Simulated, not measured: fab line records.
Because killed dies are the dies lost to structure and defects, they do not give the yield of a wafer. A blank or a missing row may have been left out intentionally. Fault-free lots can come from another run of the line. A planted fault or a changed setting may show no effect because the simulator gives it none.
fab line records | flow gf180mcu | part 1 of 2: steps 1 to 26 of 35
record: lots: 5 wafers: 15 last-day: 32
route steps=602 shown PSD@257 NSD@262 SAB@264 SALICIDE@278 CONTACT@287
lots untouched by any fault: they come from a run of this same line in which no faults occurred
start-h: the number of hours between the record's first day and the start of the first shown wafer of the lot | wait-h: hours elapsed since this lot's preceding step | " the same as in the row above | L1.1+2: a single row standing in for several wafers | - no value, or no start was given | * or withheld: withheld | < > ~ a bound
route shown NAME@n: a module of which the file shows steps, and the number in the route of the first | usual: mean/standard deviation taken from wafers without a fault | same: alike in all rows | chamber/n: place in a boat | sites: each site's reading | _std_site: standard deviation of those values | _edge_site: the outer-site mean with the inner-site mean subtracted | radius-mm: for every site, how far away it sits from the centre of the wafer | mask NAME#n: copy n | behind: the most recent tool/chamber to have shaped the wafer | hold: what put the lot on hold/how long, in hours/how the hold closed | device: whichever transistor did not switch (one of n, p or np) | end of line: the route-end tests of the same wafers | a step given without rows: its recipe and nothing more | killed: not the wafer's yield, but the dies lost to structure and defects at the first sort | map: the dies of a wafer, with x for killed, . for not killed, _ for no die there
set.NAME: setting as actually run; set.NAME@STEP: the setting as run at that earlier step | model.NAME: the simulator's own value behind a step, which no gauge read
lots at some steps of the route; a table a step, a row a wafer
services: the hour from which a tool's chamber was out of use, counted from the record's first day as start-h (under 0 if before that day), plus the number of hours and why
== steps ==
step: GF_PSD_IMPLANT_09
recipe: species: BF2 energy-kev: 40 dose-cm2: 1.5e+15 tilt-deg: 7
usual: beam-energy-keV: 39.999/0.014 faraday-current-uA: 8238/170
columns lot.wafer tool chamber start-h wait-h beam-energy-keV faraday-current-uA
L076.1 implanter-03 0 332.89 0.1 40.005 8290
L076.3 " 0 " " 39.999 8066
L076.4 " 0 " " 40.011 8159
L077.1 implanter-01 0 340.86 0.0 40.010 8144
L077.4 " 0 " " 39.995 8148
L077.5 " 0 " " 40.021 8159
L079.1 implanter-01 0 357.26 0.0 40.001 8012
L079.3 " 0 " " 40.020 8155
L079.4 " 0 " " 40.020 8085
L080.3 implanter-01 0 366.76 0.1 40.008 8107
L080.4 " 0 " " 40.002 8161
L080.5 " 0 " " 39.992 8413
L087.1 implanter-01 0 430.11 0.0 40.009 8451
L087.2 " 0 " " 40.021 8121
L087.6 " 0 " " 40.003 8291
step: GF_PSD_STRIP_10
recipe: chemistry: O2/N2 power-w: 1400 pressure-mtorr: 1500 platen-temp-c: 250 o2-flow-sccm: 3000 n2-flow-sccm: 300 overash-fraction: 0.5
usual: drypump-motor-current-A: 5.8/0.48 heater-power-w: 351/45 oes-product-au: 0.592/0.0049 strip-time-to-endpoint-s: 16.53/0.038
columns lot.wafer tool chamber start-h wait-h drypump-motor-current-A heater-power-w oes-product-au rf-hours-counter-h strip-time-to-endpoint-s
L076.1 plasma-asher-03 0 333.04 0.1 6.4 324 0.594 55 16.53
L076.3 " 1 " " 5.2 289 0.597 - 16.47
L076.4 " 0 " " 6.4 329 0.591 - 16.53
L077.1 plasma-asher-04 0 341.01 0.1 5.2 325 0.591 69 16.51
L077.4 " 1 " " 5.4 381 0.586 - 16.55
L077.5 " 1 " " 5.4 374 0.592 - 16.54
L079.1 plasma-asher-02 1 357.41 0.1 6.3 412 0.595 23 16.50
L079.3 " 1 " " 6.3 409 0.589 - 16.50
L079.4 " 0 " " 5.8 354 0.595 - 16.52
L080.3 plasma-asher-02 0 366.89 0.1 5.7 357 0.589 - 16.55
L080.4 " 1 " " 6.3 412 0.592 - 16.56
L080.5 " 1 " " 6.3 405 0.583 - 16.53
L087.1 plasma-asher-03 0 430.26 0.1 6.4 333 0.588 65 16.51
L087.2 " 1 " " 5.2 284 0.589 65 16.54
L087.6 " 0 " " 6.4 332 0.593 - 16.54
step: GF_PSD_TW_MEAS_11
usual: PSD_TW: 3196/30
columns lot.wafer tool chamber start-h wait-h PSD_TW
L076.1 film-metro-02 - 333.14 0.1 3212
L076.3 " - " " 3219
L076.4 " - " " 3216
L077.1 film-metro-02 - 341.11 0.1 3217
L077.4 " - " " 3216
L077.5 " - " " 3209
L079.1 film-metro-03 - 357.51 0.1 3197
L079.3 " - " " 3202
L079.4 " - " " 3155
L080.3 film-metro-03 - 366.98 0.1 3173
L080.4 " - " " 3181
L080.5 " - " " 3178
L087.1 film-metro-02 - 430.36 0.1 3230
L087.2 " - " " 3228
L087.6 " - " " 3218
step: GF_PSD_CLEAN_12
recipe: chemistry: SC1/SC2 mix: 1:4:20 temp-c: 70 time-s: 150 dry: n2-spin
usual: bath-guard-temp-C: 69.8/0.62 temp-c: 70.02/0.13
columns lot.wafer tool chamber start-h wait-h bath-guard-temp-C temp-c
L076.1 wet-bench-01 3 333.23 0.1 69.6 69.92
L076.3 " 3 " " 69.8 69.88
L076.4 " 3 " " 69.9 69.86
L077.1 wet-bench-04 3 341.17 0.1 71.0 69.92
L077.4 " 3 " " 70.7 70.16
L077.5 " 3 " " 71.0 70.01
L079.1 wet-bench-03 0 357.57 0.1 70.8 70.15
L079.3 " 0 " " 70.6 70.15
L079.4 " 0 " " 70.8 70.19
L080.3 wet-bench-03 3 367.02 0.0 69.0 70.02
L080.4 " 3 " " 69.0 69.96
L080.5 " 3 " " 69.4 69.93
L087.1 wet-bench-03 3 430.42 0.1 68.9 70.13
L087.2 " 3 " " 69.4 70.06
L087.6 " 3 " " 69.4 69.99
step: GF_PSD_RTA_13
recipe: temp-c: 1025 time-s: 20 ambient: N2
usual: chamber-o2-ppm: 2.006/0.021 lamp-power-pct: 31.20/0.035 wafer_temp_C_max: 1031.2/2.2
columns lot.wafer tool chamber start-h wait-h chamber-o2-ppm lamp-power-pct wafer_temp_C_max
L076.1 rtp-anneal-01 0 333.28 0.0 2.005 31.15 1028.8
L076.3 " 0 " " 2.036 31.17 1029.1
L076.4 " 0 " " 2.004 31.24 1030.3
L077.1 rtp-anneal-02 0 341.22 0.0 2.023 31.27 1033.7
L077.4 " 0 " " 1.975 31.25 1033.1
L077.5 " 0 " " 2.013 31.21 1033.3
L079.1 rtp-anneal-01 0 357.62 0.0 2.021 31.21 1029.8
L079.3 " 0 " " 1.978 31.19 1029.6
L079.4 " 0 " " 1.973 31.16 1030.3
L080.3 rtp-anneal-01 0 367.10 0.0 2.036 31.23 1029.5
L080.4 " 0 " " 2.021 31.18 1029.1
L080.5 " 0 " " 2.034 31.18 1028.2
L087.1 rtp-anneal-02 0 430.47 0.0 2.000 31.24 1031.7
L087.2 " 0 " " 1.981 31.25 1032.0
L087.6 " 0 " " 1.991 31.19 1032.4
step: GF_PSD_RS_MEAS_14
recipe: thk-meas-gauge: four-point-probe
usual: NSD_RS: 46.10/0.085
columns lot.wafer tool chamber start-h wait-h NSD_RS[ohm/sq]
L076.1 film-metro-04 - 333.36 0.1 46.12
L076.3 " - " " 46.15
L076.4 " - " " 46.14
L077.1 film-metro-04 - 341.30 0.1 46.23
L077.4 " - " " 46.06
L077.5 " - " " 46.12
L079.1 film-metro-02 - 357.71 0.1 46.16
L079.3 " - " " 46.09
L079.4 " - " " 46.18
L080.3 film-metro-03 - 367.19 0.1 46.11
L080.4 " - " " 46.16
L080.5 " - " " 46.05
L087.1 film-metro-03 - 430.55 0.1 45.99
L087.2 " - " " 46.10
L087.6 " - " " 46.01
step: GF_PSD_RS_MEAS_15
recipe: thk-meas-gauge: four-point-probe
usual: PSD_RS: 108.53/0.27
columns lot.wafer tool chamber start-h wait-h PSD_RS[ohm/sq]
L076.1 film-metro-04 - 333.48 0.1 108.29
L076.3 " - " " 108.72
L076.4 " - " " 108.85
L077.1 film-metro-04 - 341.42 0.1 108.68
L077.4 " - " " 108.44
L077.5 " - " " 108.48
L079.1 film-metro-02 - 357.83 0.1 108.83
L079.3 " - " " 108.68
L079.4 " - " " 108.84
L080.3 film-metro-03 - 367.31 0.1 108.59
L080.4 " - " " 108.79
L080.5 " - " " 108.68
L087.1 film-metro-03 - 430.67 0.1 108.52
L087.2 " - " " 108.57
L087.6 " - " " 108.28
step: GF_SAB_CVD_00
recipe: material: SiO2 target-thk-nm: 50 precursor: TEOS temp-c: 400 time-s: 4.9302 rf-w: 600
usual: heater-power-w: 681/62 susceptor-temp-C: 400.03/0.22
columns lot.wafer tool chamber start-h wait-h heater-power-w susceptor-temp-C
L076.1 pecvd-02 1 333.60 0.1 562 399.98
L076.3 " 0 " " 668 400.12
L076.4 " 2 " " 555 399.90
L077.1 pecvd-03 0 341.54 0.1 660 400.18
L077.4 " 0 " " 665 399.79
L077.5 " 2 " " 724 400.35
L079.1 pecvd-03 0 357.95 0.1 699 400.19
L079.3 " 2 " " 637 400.27
L079.4 " 0 " " 679 400.17
L080.3 pecvd-03 1 367.39 0.1 763 400.28
L080.4 " 1 " " 779 400.20
L080.5 " 0 " " 669 400.09
L087.1 pecvd-01 0 430.79 0.1 716 400.22
L087.2 " 2 " " 669 400.40
L087.6 " 2 " " 696 400.34
step: GF_SAB_THK_MEAS_01
recipe: reads: SiO2_of_SAB_CVD_00
usual: SAB_CVD_00_THK: 50.2/0.66
columns lot.wafer tool chamber start-h wait-h SAB_CVD_00_THK[nm]
L076.1 film-metro-02 - 333.62 0.0 49.3
L076.3 " - " " 49.2
L076.4 " - " " 50.7
L077.1 film-metro-01 - 341.56 0.0 50.5
L077.4 " - " " 51.0
L077.5 " - " " 51.1
L079.1 film-metro-03 - 358.02 0.1 49.9
L079.3 " - " " 50.0
L079.4 " - " " 51.5
L080.3 film-metro-01 - 367.43 0.0 49.1
L080.4 " - " " 50.0
L080.5 " - " " 50.8
L087.1 film-metro-01 - 430.81 0.0 50.5
L087.2 " - " " 49.9
L087.6 " - " " 50.0
step: GF_SAB_DEHYDRATE_02
recipe: temp-c: 200 time-s: 60
columns lot.wafer tool chamber start-h wait-h
L076.1+3+4 litho-track-01 0 343.91 10.3
L077.1+4+5 litho-track-03 0 351.90 10.3
L079.1+3+4 litho-track-01 0 368.76 10.7
L080.3+4+5 litho-track-04 0 377.89 10.4
L087.1+2+6 litho-track-04 0 442.34 11.5
step: GF_SAB_HMDS_03
recipe: prime-time-s: 60 prime-temp-c: 120
same: prime-time-s: 60
columns lot.wafer tool chamber start-h wait-h
L076.1+3+4 litho-track-01 0 344.06 0.1
L077.1+4+5 litho-track-03 0 352.05 0.1
L079.1+3+4 litho-track-01 0 368.91 0.1
L080.3+4+5 litho-track-04 0 378.04 0.1
L087.1+2+6 litho-track-04 0 442.49 0.1
step: GF_SAB_COAT_04
recipe: resist: NOVOLAK spin-rpm: 3000 resist-thk-nm: 1000
columns lot.wafer tool chamber start-h wait-h
L076.1+3+4 litho-track-01 0 344.21 0.1
L077.1+4+5 litho-track-03 0 352.20 0.1
L079.1+3+4 litho-track-01 0 369.06 0.1
L080.3+4+5 litho-track-04 0 378.19 0.1
L087.1+2+6 litho-track-04 0 442.64 0.1
step: GF_SAB_SOFTBAKE_05
recipe: temp-c: 90 time-s: 60 resist: NOVOLAK
columns lot.wafer tool chamber start-h wait-h
L076.1+3+4 litho-track-01 0 344.36 0.1
L077.1+4+5 litho-track-03 0 352.35 0.1
L079.1+3+4 litho-track-01 0 369.21 0.1
L080.3+4+5 litho-track-04 0 378.34 0.1
L087.1+2+6 litho-track-04 0 442.79 0.1
step: GF_SAB_EXPOSE_06
recipe: mask-id: SAB target-cd-nm: 420 na: 0.6 source-shape: conventional sigma-outer: 0.6 dose-mj: 140
columns lot.wafer tool chamber start-h wait-h mask
L076.1+3+4 iline-stepper-01 0 - - SAB#0
L077.1+4+5 iline-stepper-01 0 - - SAB#0
L079.1+3+4 iline-stepper-01 0 - - SAB#0
L080.3+4+5 iline-stepper-02 0 - - SAB#0
L087.1+2+6 iline-stepper-01 0 - - SAB#0
step: GF_SAB_PEB_07
recipe: temp-c: withheld time-s: * resist: NOVOLAK
columns lot.wafer tool chamber start-h wait-h
L076.1+3+4 litho-track-04 0 - -
L077.1+4+5 litho-track-01 0 - -
L079.1+3+4 litho-track-04 0 - -
L080.3+4+5 litho-track-03 0 - -
L087.1+2+6 litho-track-03 0 - -
step: GF_SAB_DEVELOP_08
recipe: develop-time-s: 60 dev-temp-c: 23
columns lot.wafer tool chamber start-h wait-h
L076.1+3+4 litho-track-04 0 355.89 0.1
L077.1+4+5 litho-track-01 0 363.26 0.1
L079.1+3+4 litho-track-04 0 380.64 0.1
L080.3+4+5 litho-track-03 0 390.20 0.1
L087.1+2+6 litho-track-03 0 454.80 0.1
step: GF_SAB_CD_MEAS_09
recipe: target-cd-nm: 420
usual: cd-nm: 419.9/1.9
columns lot.wafer tool chamber start-h wait-h cd-nm
L076.1 cd-sem-02 - 356.04 0.1 416.8
L076.3 " - " " 417.1
L076.4 " - " " 418.9
L077.1 cd-sem-01 - 363.41 0.1 419.7
L077.4 " - " " 420.7
L077.5 " - " " 422.2
L079.1 cd-sem-01 - 380.79 0.1 418.2
L079.3 " - " " 420.2
L079.4 " - " " 416.2
L080.3 cd-sem-02 - 390.34 0.1 423.6
L080.4 " - " " 422.4
L080.5 " - " " 422.9
L087.1 cd-sem-02 - 454.95 0.1 421.6
L087.2 " - " " 424.4
L087.6 " - " " 423.6
step: GF_SAB_OVL_MEAS_10
usual: SAB_OVL: -1.2/1.5
columns lot.wafer tool chamber start-h wait-h SAB_OVL[nm]
L076.1 overlay-02 - 356.16 0.1 0.0
L076.3 " - " " -0.4
L076.4 " - " " -0.4
L077.1 overlay-01 - 363.53 0.1 -0.5
L077.4 " - " " -0.8
L077.5 " - " " 0.2
L079.1 overlay-01 - 380.91 0.1 -0.7
L079.3 " - " " -1.9
L079.4 " - " " -2.6
L080.3 overlay-01 - 390.43 0.1 -1.1
L080.4 " - " " -3.7
L080.5 " - " " -1.5
L087.1 overlay-02 - 455.07 0.1 0.2
L087.2 " - " " -0.6
L087.6 " - " " -0.8
step: GF_SAB_ETCH_11
recipe: chemistry: C4F8/O2/Ar mask-material: NOVOLAK target: SiO2 target-depth-nm: 55 source-w: 1500 bias-w: 1200 pressure-mtorr: 40 c4f8-flow-sccm: withheld O2_flow_sccm: 6 Ar_flow_sccm: 300 time-s: 8.5
usual: oes-product-au: 0.997/0.01
columns lot.wafer tool chamber start-h wait-h oes-product-au rf-hours-counter-h
L076.1 rie-diel-04 0 356.19 0.0 1.009 22
L076.3 " 3 " " 0.990 75
L076.4 " 2 " " 1.001 11
L077.1 rie-diel-02 3 363.56 0.0 0.992 7
L077.4 " 0 " " 1.016 11
L077.5 " 3 " " 0.994 -
L079.1 rie-diel-02 1 380.94 0.0 0.997 59
L079.3 " 0 " " 1.010 11
L079.4 " 3 " " 0.999 7
L080.3 rie-diel-04 2 390.46 0.0 0.993 12
L080.4 " 0 " " 1.008 23
L080.5 " 3 " " 0.988 -
L087.1 rie-diel-03 0 455.11 0.0 1.008 3
L087.2 " 3 " " 0.999 0
L087.6 " 0 " " 1.001 -
step: GF_SAB_WET_ETCH_12
recipe: chemistry: dHF target-depth-nm: 22 dry: n2-spin target: SiO2 temp-c: 25 dilution: 100:1 time-s: 440
usual: temp-c: 25.01/0.1
columns lot.wafer tool chamber start-h wait-h temp-c
L076.1 wet-bench-02 0 356.22 0.0 24.97
L076.3 " 0 " " 24.97
L076.4 " 0 " " 25.04
L077.1 wet-bench-02 2 363.58 0.0 25.01
L077.4 " 2 " " 24.98
L077.5 " 2 " " 24.89
L079.1 wet-bench-01 2 380.97 0.0 25.04
L079.3 " 2 " " 24.97
L079.4 " 2 " " 25.01
L080.3 wet-bench-03 2 390.48 0.0 24.82
L080.4 " 2 " " 25.04
L080.5 " 2 " " 24.87
L087.1 wet-bench-01 0 455.13 0.0 24.88
L087.2 " 0 " " 24.89
L087.6 " 0 " " 24.93
step: GF_SAB_STRIP_13
recipe: chemistry: O2/N2 power-w: 1400 pressure-mtorr: 1500 platen-temp-c: 250 o2-flow-sccm: 3000 n2-flow-sccm: 300 overash-fraction: 0.5
usual: drypump-motor-current-A: 5.9/0.42 heater-power-w: 354/46 oes-product-au: 0.709/0.0043 strip-time-to-endpoint-s: 12.63/0.035
columns lot.wafer tool chamber start-h wait-h drypump-motor-current-A heater-power-w oes-product-au rf-hours-counter-h strip-time-to-endpoint-s
L076.1 plasma-asher-02 1 356.35 0.0 6.3 417 0.704 23 12.63
L076.3 " 0 " " 5.8 359 0.702 - 12.62
L076.4 " 1 " " 6.3 418 0.703 - 12.62
L077.1 plasma-asher-02 1 363.71 0.0 6.3 422 0.708 23 12.60
L077.4 " 0 " " 5.8 352 0.715 - 12.60
L077.5 " 0 " " 5.8 351 0.709 - 12.58
L079.1 plasma-asher-01 1 381.11 0.0 5.8 355 0.710 76 12.62
L079.3 " 0 " " 5.7 330 0.710 - 12.63
L079.4 " 1 " " 5.8 347 0.708 - 12.62
L080.3 plasma-asher-01 0 390.64 0.0 5.6 331 0.704 - 12.61
L080.4 " 1 " " 5.8 350 0.703 - 12.60
L080.5 " 1 " " 5.8 349 0.711 - 12.65
L087.1 plasma-asher-03 1 455.26 0.0 5.2 280 0.710 68 12.63
L087.2 " 0 " " 6.4 326 0.712 68 12.63
L087.6 " 1 " " 5.2 283 0.704 - 12.60
step: GF_SALICIDE_CLEAN_00
recipe: chemistry: SC1/SC2 mix: 1:4:20 temp-c: 70 time-s: 150
usual: bath-guard-temp-C: 69.8/0.6 temp-c: 70.01/0.13
columns lot.wafer tool chamber start-h wait-h bath-guard-temp-C temp-c
L076.1 wet-bench-03 0 356.45 0.1 70.8 70.11
L076.3 " 0 " " 70.9 69.94
L076.4 " 0 " " 70.7 69.96
L077.1 wet-bench-04 2 363.81 0.1 69.0 69.91
L077.4 " 2 " " 69.2 69.85
L077.5 " 2 " " 69.3 69.90
L079.1 wet-bench-04 0 381.21 0.1 69.5 69.94
L079.3 " 0 " " 69.5 70.18
L079.4 " 0 " " 69.6 70.11
L080.3 wet-bench-04 2 390.71 0.0 69.3 70.15
L080.4 " 2 " " 69.2 69.98
L080.5 " 2 " " 69.0 70.03
L087.1 wet-bench-03 2 455.36 0.1 70.4 70.06
L087.2 " 2 " " 70.4 70.22
L087.6 " 2 " " 70.3 69.92
step: GF_SALICIDE_WET_ETCH_01
recipe: chemistry: dHF target-depth-nm: 5 dry: ipa-marangoni target: SiO2 temp-c: 25 dilution: 100:1 time-s: 100
usual: temp-c: 25.02/0.12
columns lot.wafer tool chamber start-h wait-h temp-c
L076.1 wet-bench-02 3 356.50 0.0 24.94
L076.3 " 3 " " 24.84
L076.4 " 3 " " 24.97
L077.1 wet-bench-03 1 363.87 0.0 25.12
L077.4 " 1 " " 25.03
L077.5 " 1 " " 25.09
L079.1 wet-bench-03 2 381.26 0.0 24.94
L079.3 " 2 " " 25.05
L079.4 " 2 " " 25.10
L080.3 wet-bench-02 0 390.76 0.0 25.08
L080.4 " 0 " " 25.07
L080.5 " 0 " " 25.05
L087.1 wet-bench-04 1 455.41 0.0 25.01
L087.2 " 1 " " 25.04
L087.6 " 1 " " 25.03
step: GF_SALICIDE_SPUTTER_02
recipe: material: Co target-thk-nm: 10 power-w: 1000 time-s: 20 chamber-pressure-pa: 0.4
usual: cathode-dc-power-W: 999.98/0.18 throttle-valve-pct: 29.8/0.99
columns lot.wafer tool chamber start-h wait-h cathode-dc-power-W throttle-valve-pct
L076.1 pvd-sputter-03 - 356.54 0.0 999.99 31.3
L076.3 " - " " 999.96 29.7
L076.4 " - " " 999.88 30.0
L077.1 pvd-sputter-03 - 363.91 0.0 1000.1 31.6
L077.4 " - " " 1000.1 30.5
L077.5 " - " " 999.99 30.8
L079.1 pvd-sputter-01 - 381.29 0.0 1000.1 28.3
L079.3 " - " " 999.88 30.0
L079.4 " - " " 999.56 30.7
L080.3 pvd-sputter-01 - 390.80 0.0 999.72 28.2
L080.4 " - " " 1000.1 29.6
L080.5 " - " " 999.74 29.7
L087.1 pvd-sputter-03 - 455.48 0.0 999.94 30.7
L087.2 " - " " 1000.2 30.1
L087.6 " - " " 999.74 31.3
step: GF_SALICIDE_SPUTTER_03
recipe: material: TiN target-thk-nm: 20 power-w: 6500 time-s: 16.7 chamber-pressure-pa: 0.4
usual: cathode-dc-power-W: 6500.1/1.2 throttle-valve-pct: 29.8/0.99
columns lot.wafer tool chamber start-h wait-h cathode-dc-power-W throttle-valve-pct
L076.1 pvd-sputter-03 - 356.57 0.0 6500.6 31.5
L076.3 " - " " 6499.4 29.6
L076.4 " - " " 6499.9 29.9
L077.1 pvd-sputter-03 - 363.93 0.0 6499.2 31.2
L077.4 " - " " 6498.4 30.7
L077.5 " - " " 6500.0 30.7
L079.1 pvd-sputter-01 - 381.32 0.0 6499.9 28.1
L079.3 " - " " 6499.8 30.0
L079.4 " - " " 6500.6 30.8
L080.3 pvd-sputter-01 - 390.83 0.0 6501.2 28.2
L080.4 " - " " 6499.4 29.6
L080.5 " - " " 6499.9 29.4
L087.1 pvd-sputter-03 - 455.51 0.0 6499.6 30.5
L087.2 " - " " 6499.8 30.1
L087.6 " - " " 6500.1 31.7
step: GF_SALICIDE_RS_MEAS_04
recipe: thk-meas-gauge: four-point-probe reads: TiN_of_SALICIDE_SPUTTER_03+Co_of_SALICIDE_SPUTTER_02
usual: SALICIDE_TIN_RS: 16.5/0.43
columns lot.wafer tool chamber start-h wait-h SALICIDE_TIN_RS[ohm/sq]
L076.1 film-metro-02 - 356.59 0.0 16.7
L076.3 " - " " 16.0
L076.4 " - " " 16.0
L077.1 film-metro-04 - 363.96 0.0 16.7
L077.4 " - " " 16.7
L077.5 " - " " 16.8
L079.1 film-metro-02 - 381.35 0.0 16.0
L079.3 " - " " 17.0
L079.4 " - " " 16.6
L080.3 film-metro-02 - 390.89 0.1 16.8
L080.4 " - " " 16.8
L080.5 " - " " 16.9
L087.1 film-metro-01 - 455.54 0.0 16.5
L087.2 " - " " 16.2
L087.6 " - " " 16.7
